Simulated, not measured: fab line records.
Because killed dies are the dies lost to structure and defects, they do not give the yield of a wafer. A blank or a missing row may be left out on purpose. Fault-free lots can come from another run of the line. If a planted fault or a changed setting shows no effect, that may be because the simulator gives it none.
fab line records	flow sky130
record: lots: 7	wafers: 21	lastDay: 49
route steps=708 shown FIELD_ISO@13 NWELL@32 PAD_OPEN@708
lots that met no fault: from a run of the same line without faults
startH: the number of hours between the record's first day and the start of the first shown wafer of the lot	waitH: hours since the lot's step before	" identical to the entry in the row above	L1.1+2: one row covering several wafers at once	- no value present, or no start provided	* or withheld: withheld	< > ~ a bound
route shown NAME@n: names a module that has steps shown in the file, with the first one's number in the route	usual: mean/standard deviation taken from wafers without a fault	same: alike in all rows	chamber/n: place in a boat	sites: the reading at each site	_std_site: how widely they spread, as a standard deviation	_edge_site: outer sites' mean less inner sites'	radiusMm: for every site, how far away it sits from the centre of the wafer	mask NAME#n: copy n	behind: tool/chamber where the wafer was last shaped	hold: why the lot went on hold/how many hours it stayed there/how the hold came to an end	device: which transistor (n, p or np) failed to switch	end of line: the same wafers' tests at the end of the route	a step given without rows: its recipe and nothing more	killed: not the wafer's yield, but the dies lost to structure and defects at the first sort	map: a wafer's dies, marking killed ones x, the rest . and places with no die _
set.NAME: the setting that was run; set.NAME@STEP: the one run at that earlier step	model.NAME: the simulator's own value behind a step, which no gauge read
a table for each step, a row for each wafer; lots at some steps of the route
services: a tool's chamber out of use, with start hour (startH, from the record's first day; less than 0 if before it), hours out, and reason
== steps ==
step: SKY_FIELD_ISO_DEVELOP_12
recipe: developTimeS: 60	resist: KrF-thick	devTempC: 21
step: SKY_FIELD_ISO_CD_MEAS_13
recipe: targetCdNm: 150
usual: cdNm: 150.3/1.4
lot.wafer	tool	chamber	startH	waitH	cdNm
L857.2	cdSem-01	-	33.34	-	152.8
L857.4	"	-	"	"	152.6
L857.5	"	-	"	"	152.1
L865.1	cdSem-02	-	69.41	-	150.9
L865.4	"	-	"	"	151.9
L865.6	"	-	"	"	150.2
L866.1	cdSem-02	-	76.52	-	146.9
L866.3	"	-	"	"	147.2
L866.4	"	-	"	"	146.5
L867.3	cdSem-02	-	81.99	-	149.5
L867.4	"	-	"	"	148.7
L867.6	"	-	"	"	150.4
L868.2	cdSem-02	-	85.73	-	147.5
L868.3	"	-	"	"	148.6
L868.4	"	-	"	"	149.2
L875.1	cdSem-01	-	121.35	-	151.8
L875.2	"	-	"	"	150.3
L875.4	"	-	"	"	148.7
L878.1	cdSem-01	-	138.82	-	150.3
L878.2	"	-	"	"	151.6
L878.4	"	-	"	"	150.7
step: SKY_FIELD_ISO_ETCH_14
recipe: chemistry: N2/H2	target: BARC	ionEnergyEv: 200	sourceW: 500	biasW: 100	pressureMtorr: 30	n2FlowSccm: 100	h2FlowSccm: 200	stopOn: SiO2	timeS: 45.9	targetDepthA: 600
usual: biasW: 100.0/0.33	drypumpMotorCurrentA: 5.8/0.65	oesProductAu: 0.854/0.0047	throttleValvePct: 13.225/0.0093
lot.wafer	tool	chamber	startH	waitH	biasW	drypumpMotorCurrentA	oesProductAu	rfHoursCounterH	throttleValvePct
L857.2	rieDiel-03	3	33.44	0.1	99.4	4.8	0.858	146	13.236
L857.4	"	1	"	"	99.9	5.5	0.852	22	13.222
L857.5	"	0	"	"	100.2	5.8	0.848	-	13.224
L865.1	rieDiel-04	1	69.53	0.1	99.6	5.9	0.850	1	13.221
L865.4	"	0	"	"	100.1	5.5	0.857	73	13.224
L865.6	"	3	"	"	100.1	6.6	0.851	-	13.226
L866.1	rieDiel-01	2	76.64	0.1	100.4	5.5	0.860	59	13.212
L866.3	"	3	"	"	100.6	5.1	0.862	73	13.223
L866.4	"	1	"	"	99.4	6.4	0.854	39	13.227
L867.3	rieDiel-04	1	82.07	0.1	100.4	5.9	0.856	2	13.214
L867.4	"	3	"	"	100.3	6.6	0.852	0	13.222
L867.6	"	2	"	"	100.6	5.1	0.858	-	13.203
L868.2	rieDiel-03	1	85.83	0.1	99.8	5.5	0.859	23	13.222
L868.3	"	0	"	"	100.4	5.8	0.852	4	13.248
L868.4	"	3	"	"	99.1	4.8	0.849	147	13.209
L875.1	rieDiel-01	2	121.47	0.1	99.9	5.5	0.854	59	13.229
L875.2	"	3	"	"	100.0	5.1	0.852	74	13.226
L875.4	"	0	"	"	100.3	6.5	0.849	124	13.223
L878.1	rieDiel-01	1	138.94	0.1	99.9	6.4	0.850	40	13.224
L878.2	"	2	"	"	100.1	5.5	0.852	60	13.216
L878.4	"	0	"	"	100.3	6.5	0.851	125	13.243
step: SKY_FIELD_ISO_ETCH_15
recipe: chemistry: CHF3/O2	targetDepthNm: 180	stopOn: Si	sourceW: 600	biasW: 200	pressureMtorr: 40	chf3FlowSccm: 50	O2_flow_sccm: 5	timeS: 72
usual: biasW: 200.0/0.6	drypumpMotorCurrentA: 5.8/0.65	oesProductAu: 0.948/0.0064	throttleValvePct: 8.845/0.009
lot.wafer	tool	chamber	startH	waitH	biasW	drypumpMotorCurrentA	oesProductAu	rfHoursCounterH	throttleValvePct
L857.2	rieDiel-03	3	33.49	0.0	199.0	4.8	0.951	146	8.848
L857.4	"	1	"	"	200.8	5.4	0.962	22	8.844
L857.5	"	0	"	"	200.1	5.8	0.946	-	8.846
L865.1	rieDiel-04	1	69.57	0.0	199.9	5.9	0.940	1	8.832
L865.4	"	0	"	"	200.3	5.5	0.961	73	8.839
L865.6	"	3	"	"	199.6	6.6	0.956	-	8.839
L866.1	rieDiel-01	2	76.69	0.0	200.3	5.5	0.943	59	8.848
L866.3	"	3	"	"	200.5	5.1	0.947	73	8.854
L866.4	"	1	"	"	200.4	6.4	0.939	39	8.841
L867.3	rieDiel-04	1	82.12	0.0	199.7	5.9	0.951	2	8.835
L867.4	"	3	"	"	200.4	6.6	0.939	0	8.856
L867.6	"	2	"	"	200.5	5.1	0.948	-	8.827
L868.2	rieDiel-03	1	85.87	0.0	200.3	5.4	0.939	23	8.838
L868.3	"	0	"	"	199.2	5.8	0.937	4	8.831
L868.4	"	3	"	"	199.7	4.7	0.940	147	8.851
L875.1	rieDiel-01	2	121.52	0.0	200.3	5.5	0.951	59	8.839
L875.2	"	3	"	"	199.8	5.2	0.943	74	8.855
L875.4	"	0	"	"	201.2	6.5	0.946	124	8.857
L878.1	rieDiel-01	1	138.99	0.0	199.5	6.4	0.953	40	8.838
L878.2	"	2	"	"	199.5	5.5	0.949	60	8.851
L878.4	"	0	"	"	200.5	6.6	0.937	125	8.853
step: SKY_FIELD_ISO_STRIP_16
recipe: chemistry: O2/N2	powerW: 1400	pressureMtorr: 1500	platenTempC: withheld	o2FlowSccm: 3000	n2FlowSccm: 300	overashFraction: 0.5
usual: drypumpMotorCurrentA: 5.7/0.5	oesProductAu: 0.377/0.0047	stripTimeToEndpointS: 3.536/0.027
same: overashFraction: 0.5
lot.wafer	tool	chamber	startH	waitH	drypumpMotorCurrentA	oesProductAu	rfHoursCounterH	stripTimeToEndpointS
L857.2	plasmaAsher-01	1	33.54	0.0	6.1	0.378	34	3.572
L857.4	"	1	"	"	6.0	0.375	-	3.559
L857.5	"	1	"	"	6.1	0.376	-	3.560
L865.1	plasmaAsher-03	1	69.63	0.0	5.9	0.380	23	3.529
L865.4	"	1	"	"	5.9	0.372	-	3.518
L865.6	"	0	"	"	4.9	0.377	-	3.579
L866.1	plasmaAsher-02	1	76.74	0.0	5.3	0.376	41	3.553
L866.3	"	0	"	"	5.7	0.384	-	3.526
L866.4	"	1	"	"	5.3	0.382	-	3.512
L867.3	plasmaAsher-02	0	82.21	0.1	5.7	0.371	-	3.533
L867.4	"	1	"	"	5.4	0.375	-	3.523
L867.6	"	0	"	"	5.7	0.379	-	3.550
L868.2	plasmaAsher-02	0	85.93	0.0	5.6	0.381	41	3.483
L868.3	"	1	"	"	5.4	0.369	-	3.523
L868.4	"	0	"	"	5.6	0.376	-	3.519
L875.1	plasmaAsher-02	0	121.57	0.0	5.6	0.382	0	3.535
L875.2	"	1	"	"	5.3	0.375	0	3.509
L875.4	"	1	"	"	5.4	0.382	-	3.540
L878.1	plasmaAsher-02	0	139.04	0.0	5.7	0.373	2	3.524
L878.2	"	1	"	"	5.3	0.372	2	3.563
L878.4	"	0	"	"	5.6	0.384	-	3.535
step: SKY_FIELD_ISO_ETCH_17
recipe: targetDepthA: 3420	maskMaterial: Si3N4	chemistry: HBr/Cl2/O2	target: Si	taperDeg: 5	icpW: 600	biasW: 150	pressureMtorr: 15	HBr_flow_sccm: 150	Cl2_flow_sccm: 40	O2_flow_sccm: 6	timeS: 97.7
usual: biasW: 150.0/0.43	drypumpMotorCurrentA: 5.64/0.28	oesProductAu: 0.997/0.0079	throttleValvePct: 25.659/0.0091
lot.wafer	tool	chamber	startH	waitH	biasW	drypumpMotorCurrentA	oesProductAu	rfHoursCounterH	throttleValvePct
L857.2	rieSi-01	2	33.64	0.1	150.3	5.24	0.984	63	25.665
L857.4	"	3	"	"	149.8	5.07	0.986	121	25.655
L857.5	"	2	"	"	150.1	5.26	0.990	-	25.655
L865.1	rieSi-02	1	69.73	0.1	150.6	5.41	1.001	2	25.666
L865.4	"	2	"	"	150.2	5.93	0.991	3	25.660
L865.6	"	3	"	"	150.4	5.75	1.002	-	25.658
L866.1	rieSi-01	1	76.84	0.1	150.5	5.76	0.992	47	25.660
L866.3	"	3	"	"	149.6	5.06	0.979	122	25.665
L866.4	"	0	"	"	150.6	5.73	0.988	79	25.666
L867.3	rieSi-02	0	82.27	0.0	149.9	5.90	1.013	28	25.640
L867.4	"	1	"	"	150.0	5.44	1.001	2	25.667
L867.6	"	2	"	"	150.6	5.92	1.005	-	25.666
L868.2	rieSi-01	2	86.03	0.1	150.2	5.25	1.000	63	25.661
L868.3	"	1	"	"	150.7	5.77	0.994	47	25.642
L868.4	"	3	"	"	150.1	5.08	0.995	122	25.654
L875.1	rieSi-02	0	121.67	0.1	149.9	5.86	1.007	28	25.652
L875.2	"	3	"	"	149.7	5.74	0.992	82	25.666
L875.4	"	2	"	"	149.8	5.95	0.992	3	25.657
L878.1	rieSi-02	0	139.14	0.1	150.9	5.89	1.010	28	25.659
L878.2	"	2	"	"	150.0	5.90	0.998	3	25.664
L878.4	"	1	"	"	150.2	5.38	0.994	3	25.656
step: SKY_FIELD_ISO_WET_ETCH_18
recipe: chemistry: H3PO4	targetDepthNm: 25	tempC: 160	target: Si3N4	timeS: 286
step: SKY_FIELD_ISO_CLEAN_19
recipe: chemistry: SC1/SC2	mix: 1:4:20	tempC: 70	timeS: 150
step: SKY_FIELD_ISO_CLEAN_20
recipe: chemistry: dHF	timeS: 20	dilution: 100:1
step: SKY_FIELD_ISO_WET_ETCH_21
recipe: chemistry: dHF	dilution: 100:1	targetDepthNm: 20	dry: ipaMarangoni	target: SiO2	tempC: 25	timeS: 400
step: SKY_FIELD_ISO_OXIDATION_22
recipe: tempC: 950	ambient: O2	stabiliseS: 600	purgeS: 300	targetThkA: 100	oxTimeS: 623
step: SKY_FIELD_ISO_THK_MEAS_23
recipe: reads: SiO2_of_FIELD_ISO_OXIDATION_22
usual: FIELD_ISO_OXIDATION_01_THK: 9.99/0.21
lot.wafer	tool	chamber	startH	waitH	FIELD_ISO_OXIDATION_01_THK[nm]
L857.2	filmMetro-01	-	35.17	0.0	10.13
L857.4	"	-	"	"	10.15
L857.5	"	-	"	"	10.10
L865.1	filmMetro-04	-	71.24	0.0	9.80
L865.4	"	-	"	"	9.97
L865.6	"	-	"	"	9.87
L866.1	filmMetro-03	-	79.11	0.0	9.75
L866.3	"	-	"	"	9.74
L866.4	"	-	"	"	9.79
L867.3	filmMetro-03	-	84.07	0.0	9.85
L867.4	"	-	"	"	9.80
L867.6	"	-	"	"	9.66
L868.2	filmMetro-03	-	87.55	0.0	9.60
L868.3	"	-	"	"	9.78
L868.4	"	-	"	"	9.65
L875.1	filmMetro-03	-	123.36	0.0	10.07
L875.2	"	-	"	"	10.09
L875.4	"	-	"	"	10.20
L878.1	filmMetro-03	-	140.66	0.0	9.96
L878.2	"	-	"	"	9.97
L878.4	"	-	"	"	10.01
step: SKY_FIELD_ISO_CVD_24
recipe: material: SiO2	targetThkNm: 595	tempC: 650	sigmaOpenFrac: 0.3	timeS: 99.2	sih4FlowSccm: 60	pressureMtorr: 6.138
usual: susceptorTempC: 650.02/0.3
lot.wafer	tool	chamber	startH	waitH	susceptorTempC	model.SiO2_of_FIELD_ISO_CVD_24.thkNm
L857.2	hdpcvd-01	0	35.22	0.0	649.76	592
L857.4	"	2	"	"	649.79	598
L857.5	"	1	"	"	650.11	590.5
L865.1	hdpcvd-01	1	71.30	0.1	650.21	600.1
L865.4	"	0	"	"	649.78	274.6
L865.6	"	1	"	"	650.47	600.1
L866.1	hdpcvd-01	1	79.17	0.1	650.00	597.1
L866.3	"	2	"	"	649.89	603.1
L866.4	"	0	"	"	650.10	272.4
L867.3	hdpcvd-01	1	84.11	0.0	650.47	594.3
L867.4	"	2	"	"	649.67	591.3
L867.6	"	0	"	"	650.08	267.7
L868.2	hdpcvd-02	0	87.60	0.0	650.26	602.8
L868.3	"	2	"	"	650.21	604.8
L868.4	"	1	"	"	650.18	597.5
L875.1	hdpcvd-02	1	123.42	0.1	649.80	589.8
L875.2	"	0	"	"	650.28	590.1
L875.4	"	2	"	"	649.59	585.3
L878.1	hdpcvd-01	2	140.72	0.1	650.37	598.2
L878.2	"	0	"	"	649.75	611
L878.4	"	1	"	"	649.76	606.3
step: SKY_FIELD_ISO_THK_MEAS_25
recipe: reads: SiO2_of_FIELD_ISO_CVD_24
usual: FIELD_ISO_CVD_24_THK: 598/6.7
lot.wafer	tool	chamber	startH	waitH	FIELD_ISO_CVD_24_THK[nm]
L857.2	filmMetro-03	-	35.30	0.0	592
L857.4	"	-	"	"	598
L857.5	"	-	"	"	591
L865.1	filmMetro-04	-	71.38	0.0	600
L865.4	"	-	"	"	275
L865.6	"	-	"	"	600
L866.1	filmMetro-04	-	79.25	0.0	597
L866.3	"	-	"	"	603
L866.4	"	-	"	"	272
L867.3	filmMetro-04	-	84.21	0.1	594
L867.4	"	-	"	"	592
L867.6	"	-	"	"	268
L868.2	filmMetro-03	-	87.69	0.0	603
L868.3	"	-	"	"	605
L868.4	"	-	"	"	597
L875.1	filmMetro-04	-	123.49	0.0	590
L875.2	"	-	"	"	590
L875.4	"	-	"	"	585
L878.1	filmMetro-04	-	140.79	0.0	599
L878.2	"	-	"	"	611
L878.4	"	-	"	"	606
step: SKY_FIELD_ISO_ANNEAL_26
recipe: tempC: 1000	timeS: 1800	ambient: N2
step: SKY_FIELD_ISO_CMP_27
recipe: stopOn: Si3N4	tOverpolishS: 16	downForcePsi: 4	platenRpm: 60	targetThkNm: 457.8	padVelocityMS: 0.94248
usual: motorCurrentA: 12.0/0.84	retainingRingPressureFrac: 1.000/0.0052	timeToEndpointS: 113/3.1
lot.wafer	tool	chamber	startH	waitH	motorCurrentA	retainingRingPressureFrac	timeToEndpointS
L857.4	cmp-02	3	38.19	0.1	12.3	0.997	113
L857.2	"	2	"	"	11.7	0.992	111
L857.5	"	0	"	"	12.0	1.003	115
L865.1	cmp-02	0	74.35	0.2	12.2	0.993	112
L865.4	"	1	"	"	13.0	1.006	52
L865.6	"	2	"	"	11.8	1.001	111
L866.4	cmp-02	0	80.81	0.0	11.1	1.000	51
L866.3	"	2	"	"	12.2	0.998	109
L866.1	"	3	"	"	12.2	0.995	109
L867.4	cmp-02	0	85.80	0.1	11.3	0.995	114
L867.3	"	2	"	"	11.9	0.999	111
L867.6	"	3	"	"	12.1	1.004	53
L868.3	cmp-02	0	89.24	0.0	11.4	1.004	116
L868.2	"	1	"	"	14.4	0.997	112
L868.4	"	3	"	"	12.9	0.991	112
L875.4	cmp-01	3	125.05	0.0	12.0	0.993	112
L875.2	"	0	"	"	12.1	0.999	107
L875.1	"	2	"	"	10.5	0.998	109
L878.4	cmp-01	0	143.13	0.0	12.3	0.998	109
L878.1	"	1	"	"	11.0	0.999	112
L878.2	"	3	"	"	11.9	0.997	116
step: SKY_FIELD_ISO_WET_ETCH_28
recipe: chemistry: dHF	targetDepthNm: 23.7	target: SiO2	dilution: 10:1	tempC: 25	timeS: 47
step: SKY_FIELD_ISO_WET_ETCH_29
recipe: chemistry: H3PO4	targetDepthNm: 160	target: Si3N4	tempC: 160	timeS: 1825
step: SKY_FIELD_ISO_WET_ETCH_30
recipe: chemistry: dHF	targetDepthNm: 25	target: SiO2	dilution: 10:1	tempC: 25	timeS: 50
lot.wafer	tool	chamber	startH	waitH	model.SiO2_of_FIELD_ISO_CVD_24.thkNm
L857.2	wetBench-04	0	39.03	0.0	405
L857.4	"	0	"	"	405.5
L857.5	"	0	"	"	404
L865.1	wetBench-04	2	75.09	0.0	404
L865.4	"	2	"	"	221.8
L865.6	"	2	"	"	403.8
L866.1	wetBench-02	1	81.64	0.0	405.6
L866.3	"	1	"	"	404.5
L866.4	"	1	"	"	220
L867.3	wetBench-02	0	86.59	0.0	405.6
L867.4	"	0	"	"	403.7
L867.6	"	0	"	"	214.7
L868.2	wetBench-04	0	90.12	0.0	402.8
L868.3	"	0	"	"	403.3
L868.4	"	0	"	"	403.2
L875.1	wetBench-04	0	125.89	0.0	403.8
L875.2	"	0	"	"	403.5
L875.4	"	0	"	"	405.4
L878.1	wetBench-03	2	143.97	0.0	405
L878.2	"	2	"	"	406.1
L878.4	"	2	"	"	403.8
step: SKY_NWELL_CLEAN_00
recipe: chemistry: SC1/SC2	mix: 1:4:20	tempC: 70	timeS: 150	dry: n2Spin
step: SKY_PAD_OPEN_PROBE_99
usual: killed_at_M0_to_M3: 44/6.8	killed_at_M4_up: 3.1/1.9	killedAtContacts: 25/5.9	killedAtFrontEnd: 15/4.3	killedAtOther: 0.2/0.51	killedDies: 87/11	killedOnRim: 17/3.6	killedOpen: 47/7.9	killedShort: 39/6.4
same: grossDies: 492	killedAtBackSide: 0
lot.wafer	tool	chamber	startH	waitH	killed_at_M0_to_M3	killed_at_M4_up	killedAtContacts	killedAtFrontEnd	killedAtOther	killedDies	killedOnRim	killedOpen	killedShort
L865.4	prober-01	-	1125.30	0.2	39	3	16	434	0	492	96	40	40
L866.4	prober-02	-	1128.50	0.2	25	4	27	436	0	492	96	39	26
L867.3	prober-01	-	1134.63	0.2	47	1	31	19	0	98	21	50	48
L867.4	prober-01	-	1134.68	0.2	48	2	24	12	0	86	13	44	42
L867.6	prober-01	-	1134.78	0.2	35	4	24	429	0	492	96	41	34
L875.2	prober-01	-	1168.99	0.1	47	1	28	15	1	92	18	49	43
killed by level:class
L865.4 FIELD_ISO:areaCvd=412 VIA1:geometricParticle:open=12 POLY_GATE:geometricParticle:short=7 VIA1:geometricParticle:short=7 VIA3:geometricParticle:open=6 FIELD_ISO:geometricParticle:short=5 METAL1:geometricParticle:short=5 POLY_GATE:geometricParticle:open=5
L866.4 FIELD_ISO:areaCvd=427 LI_CONTACT:geometricParticle:open=12 VIA1:geometricParticle:open=6 METAL2:geometricParticle:short=5 CONTACT:geometricParticle:open=5 LI_CONTACT:geometricParticle:short=4 VIA2:geometricParticle:open=4 METAL4:geometricParticle:short=4
L867.3 CONTACT:geometricParticle:open=15 VIA1:geometricParticle:open=12 VIA3:geometricParticle:short=7 FIELD_ISO:geometricParticle:short=6 VIA1:geometricParticle:short=6 METAL1:geometricParticle:short=6 POLY_GATE:geometricParticle:open=5 LOCAL_INTERCONNECT:geometricParticle:open=5
L867.4 CONTACT:geometricParticle:open=11 VIA1:geometricParticle:open=11 METAL2:geometricParticle:short=10 VIA1:geometricParticle:short=7 VIA3:geometricParticle:open=6 LOCAL_INTERCONNECT:geometricParticle:short=5 LI_CONTACT:geometricParticle:open=4 METAL1:geometricParticle:short=4
L867.6 FIELD_ISO:areaCvd=417 VIA1:geometricParticle:open=9 CONTACT:geometricParticle:open=7 METAL1:geometricParticle:short=6 VIA3:geometricParticle:open=6 LI_CONTACT:geometricParticle:open=5 FIELD_ISO:geometricParticle:short=4 LOCAL_INTERCONNECT:geometricParticle:short=4
L875.2 CONTACT:geometricParticle:open=11 VIA1:geometricParticle:open=11 VIA1:geometricParticle:short=8 VIA3:geometricParticle:open=7 METAL2:geometricParticle:short=7 LI_CONTACT:geometricParticle:open=6 CONTACT:geometricParticle:short=6 METAL1:geometricParticle:short=6
map L865.4 (x killed, . not)
__________xxxxxxxxxx_________
________xxxxxxxxxxxxxx_______
______xxxxxxxxxxxxxxxxxx_____
_____xxxxxxxxxxxxxxxxxxxx____
____xxxxxxxxxxxxxxxxxxxxxx___
___xxxxxxxxxxxxxxxxxxxxxxxx__
__xxxxxxxxxxxxxxxxxxxxxxxxxx_
_xxxxxxxxxxxxxxxxxxxxxxxxxxxx
_xxxxxxxxxxxxxxxxxxxxxxxxxxxx
_xxxxxxxxxxxxxxxxxxxxxxxxxxxx
_xxxxxxxxxxxxxxxxxxxxxxxxxxxx
_xxxxxxxxxxxxxxxxxxxxxxxxxxxx
_xxxxxxxxxxxxxxxxxxxxxxxxxxxx
_xxxxxxxxxxxxxxxxxxxxxxxxxxxx
_xxxxxxxxxxxxxxxxxxxxxxxxxxxx
__xxxxxxxxxxxxxxxxxxxxxxxxxx_
___xxxxxxxxxxxxxxxxxxxxxxxx__
____xxxxxxxxxxxxxxxxxxxxxx___
_____xxxxxxxxxxxxxxxxxxxx____
______xxxxxxxxxxxxxxxxxx_____
________xxxxxxxxxxxxxx_______
__________xxxxxxxxxx_________
map L866.4 (x killed, . not)
__________xxxxxxxxxx_________
________xxxxxxxxxxxxxx_______
______xxxxxxxxxxxxxxxxxx_____
_____xxxxxxxxxxxxxxxxxxxx____
____xxxxxxxxxxxxxxxxxxxxxx___
___xxxxxxxxxxxxxxxxxxxxxxxx__
__xxxxxxxxxxxxxxxxxxxxxxxxxx_
_xxxxxxxxxxxxxxxxxxxxxxxxxxxx
_xxxxxxxxxxxxxxxxxxxxxxxxxxxx
_xxxxxxxxxxxxxxxxxxxxxxxxxxxx
_xxxxxxxxxxxxxxxxxxxxxxxxxxxx
_xxxxxxxxxxxxxxxxxxxxxxxxxxxx
_xxxxxxxxxxxxxxxxxxxxxxxxxxxx
_xxxxxxxxxxxxxxxxxxxxxxxxxxxx
_xxxxxxxxxxxxxxxxxxxxxxxxxxxx
__xxxxxxxxxxxxxxxxxxxxxxxxxx_
___xxxxxxxxxxxxxxxxxxxxxxxx__
____xxxxxxxxxxxxxxxxxxxxxx___
_____xxxxxxxxxxxxxxxxxxxx____
______xxxxxxxxxxxxxxxxxx_____
________xxxxxxxxxxxxxx_______
__________xxxxxxxxxx_________
== services ==
tool	chamber	startH	hours	kind
cmp-01	-	11.56	1.1	repair
rieSi-01	1	41.64	8.6	repair
cmp-01	-	42.42	1.4	repair
rieDiel-03	3	49.50	5.1	repair
plasmaAsher-02	-	52.33	0.4	repair
cmp-01	-	54.20	21.8	pm
hdpcvd-01	-	57.43	5.5	pm
cmp-02	-	64.00	4.0	pm
hdpcvd-02	-	66.75	15.0	pm
cmp-02	-	68.00	-	consumableReplace:conditioner
cmp-02	-	68.00	-	consumableReplace:pad
hdpcvd-02	-	70.26	0.4	repair
cmp-02	-	81.70	2.3	pm
cmp-01	-	89.44	0.9	repair
rieDiel-03	-	95.60	1.6	repair
cmp-02	-	99.41	4.9	repair
rieDiel-04	-	108.61	0.8	repair
plasmaAsher-02	-	108.75	9.0	pm
plasmaAsher-02	0	108.75	9.0	ventCycle
cmp-02	-	123.41	5.2	repair
hdpcvd-01	-	131.61	6.0	pm
cmp-01	-	133.15	0.8	repair
plasmaAsher-02	-	135.51	2.7	repair
plasmaAsher-01	-	136.25	10.4	repair
== key ==
firstSign: step: SKY_FIELD_ISO_THK_MEAS_25	reading: FIELD_ISO_CVD_24_THK	direction: down	sigmas: 48	usual: 598	struck: 272
effect: step: SKY_FIELD_ISO_CMP_27	reading: timeToEndpointS	direction: down	sigmas: 19	usual: *	struck: *
effect: step: SKY_PAD_OPEN_PROBE_99	reading: killedAtFrontEnd	direction: up	sigmas: 97	usual: 15	struck: 433
modelEffect: step: SKY_FIELD_ISO_CVD_24	value: SiO2_of_FIELD_ISO_CVD_24.thkNm	without: 593.6	struck: 271.6
modelEffect: step: SKY_FIELD_ISO_WET_ETCH_30	value: SiO2_of_FIELD_ISO_CVD_24.thkNm	without: 404.5	struck: 218.8
moreKillsBornAt: SKY_FIELD_ISO_CVD_24@hdpcvd-01: 1256
metAt SKY_FIELD_ISO_CVD_24
struckWafers L865.4,L866.4,L867.6
laterRowsLeftOut L865.4,L866.4,L867.6
testerLeftOut L865,L866,L867
onsetBetween 35.22 71.30
fault: kind: processParameterDrift	tool: hdpcvd-01	chamber: 0	onsetH: 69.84	steps: SKY_FIELD_ISO_CVD_24	channel: targetThkNm	offset: -322.01	shape: step	endH: 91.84	actsIn: theseRecipesOnly	stated: 595
testerLeftOut: of these lots the tester's yield and bins aren't shown, on N5 and GAA mostly nor the transistor test; their killed dies are dies lost to structure and defects alone, not to doping, threshold or leakage, so they don't give the yield
laterRowsLeftOut: the simulator's readings of these wafers behind a module that went badly wrong aren't trusted and aren't shown, but for the sort
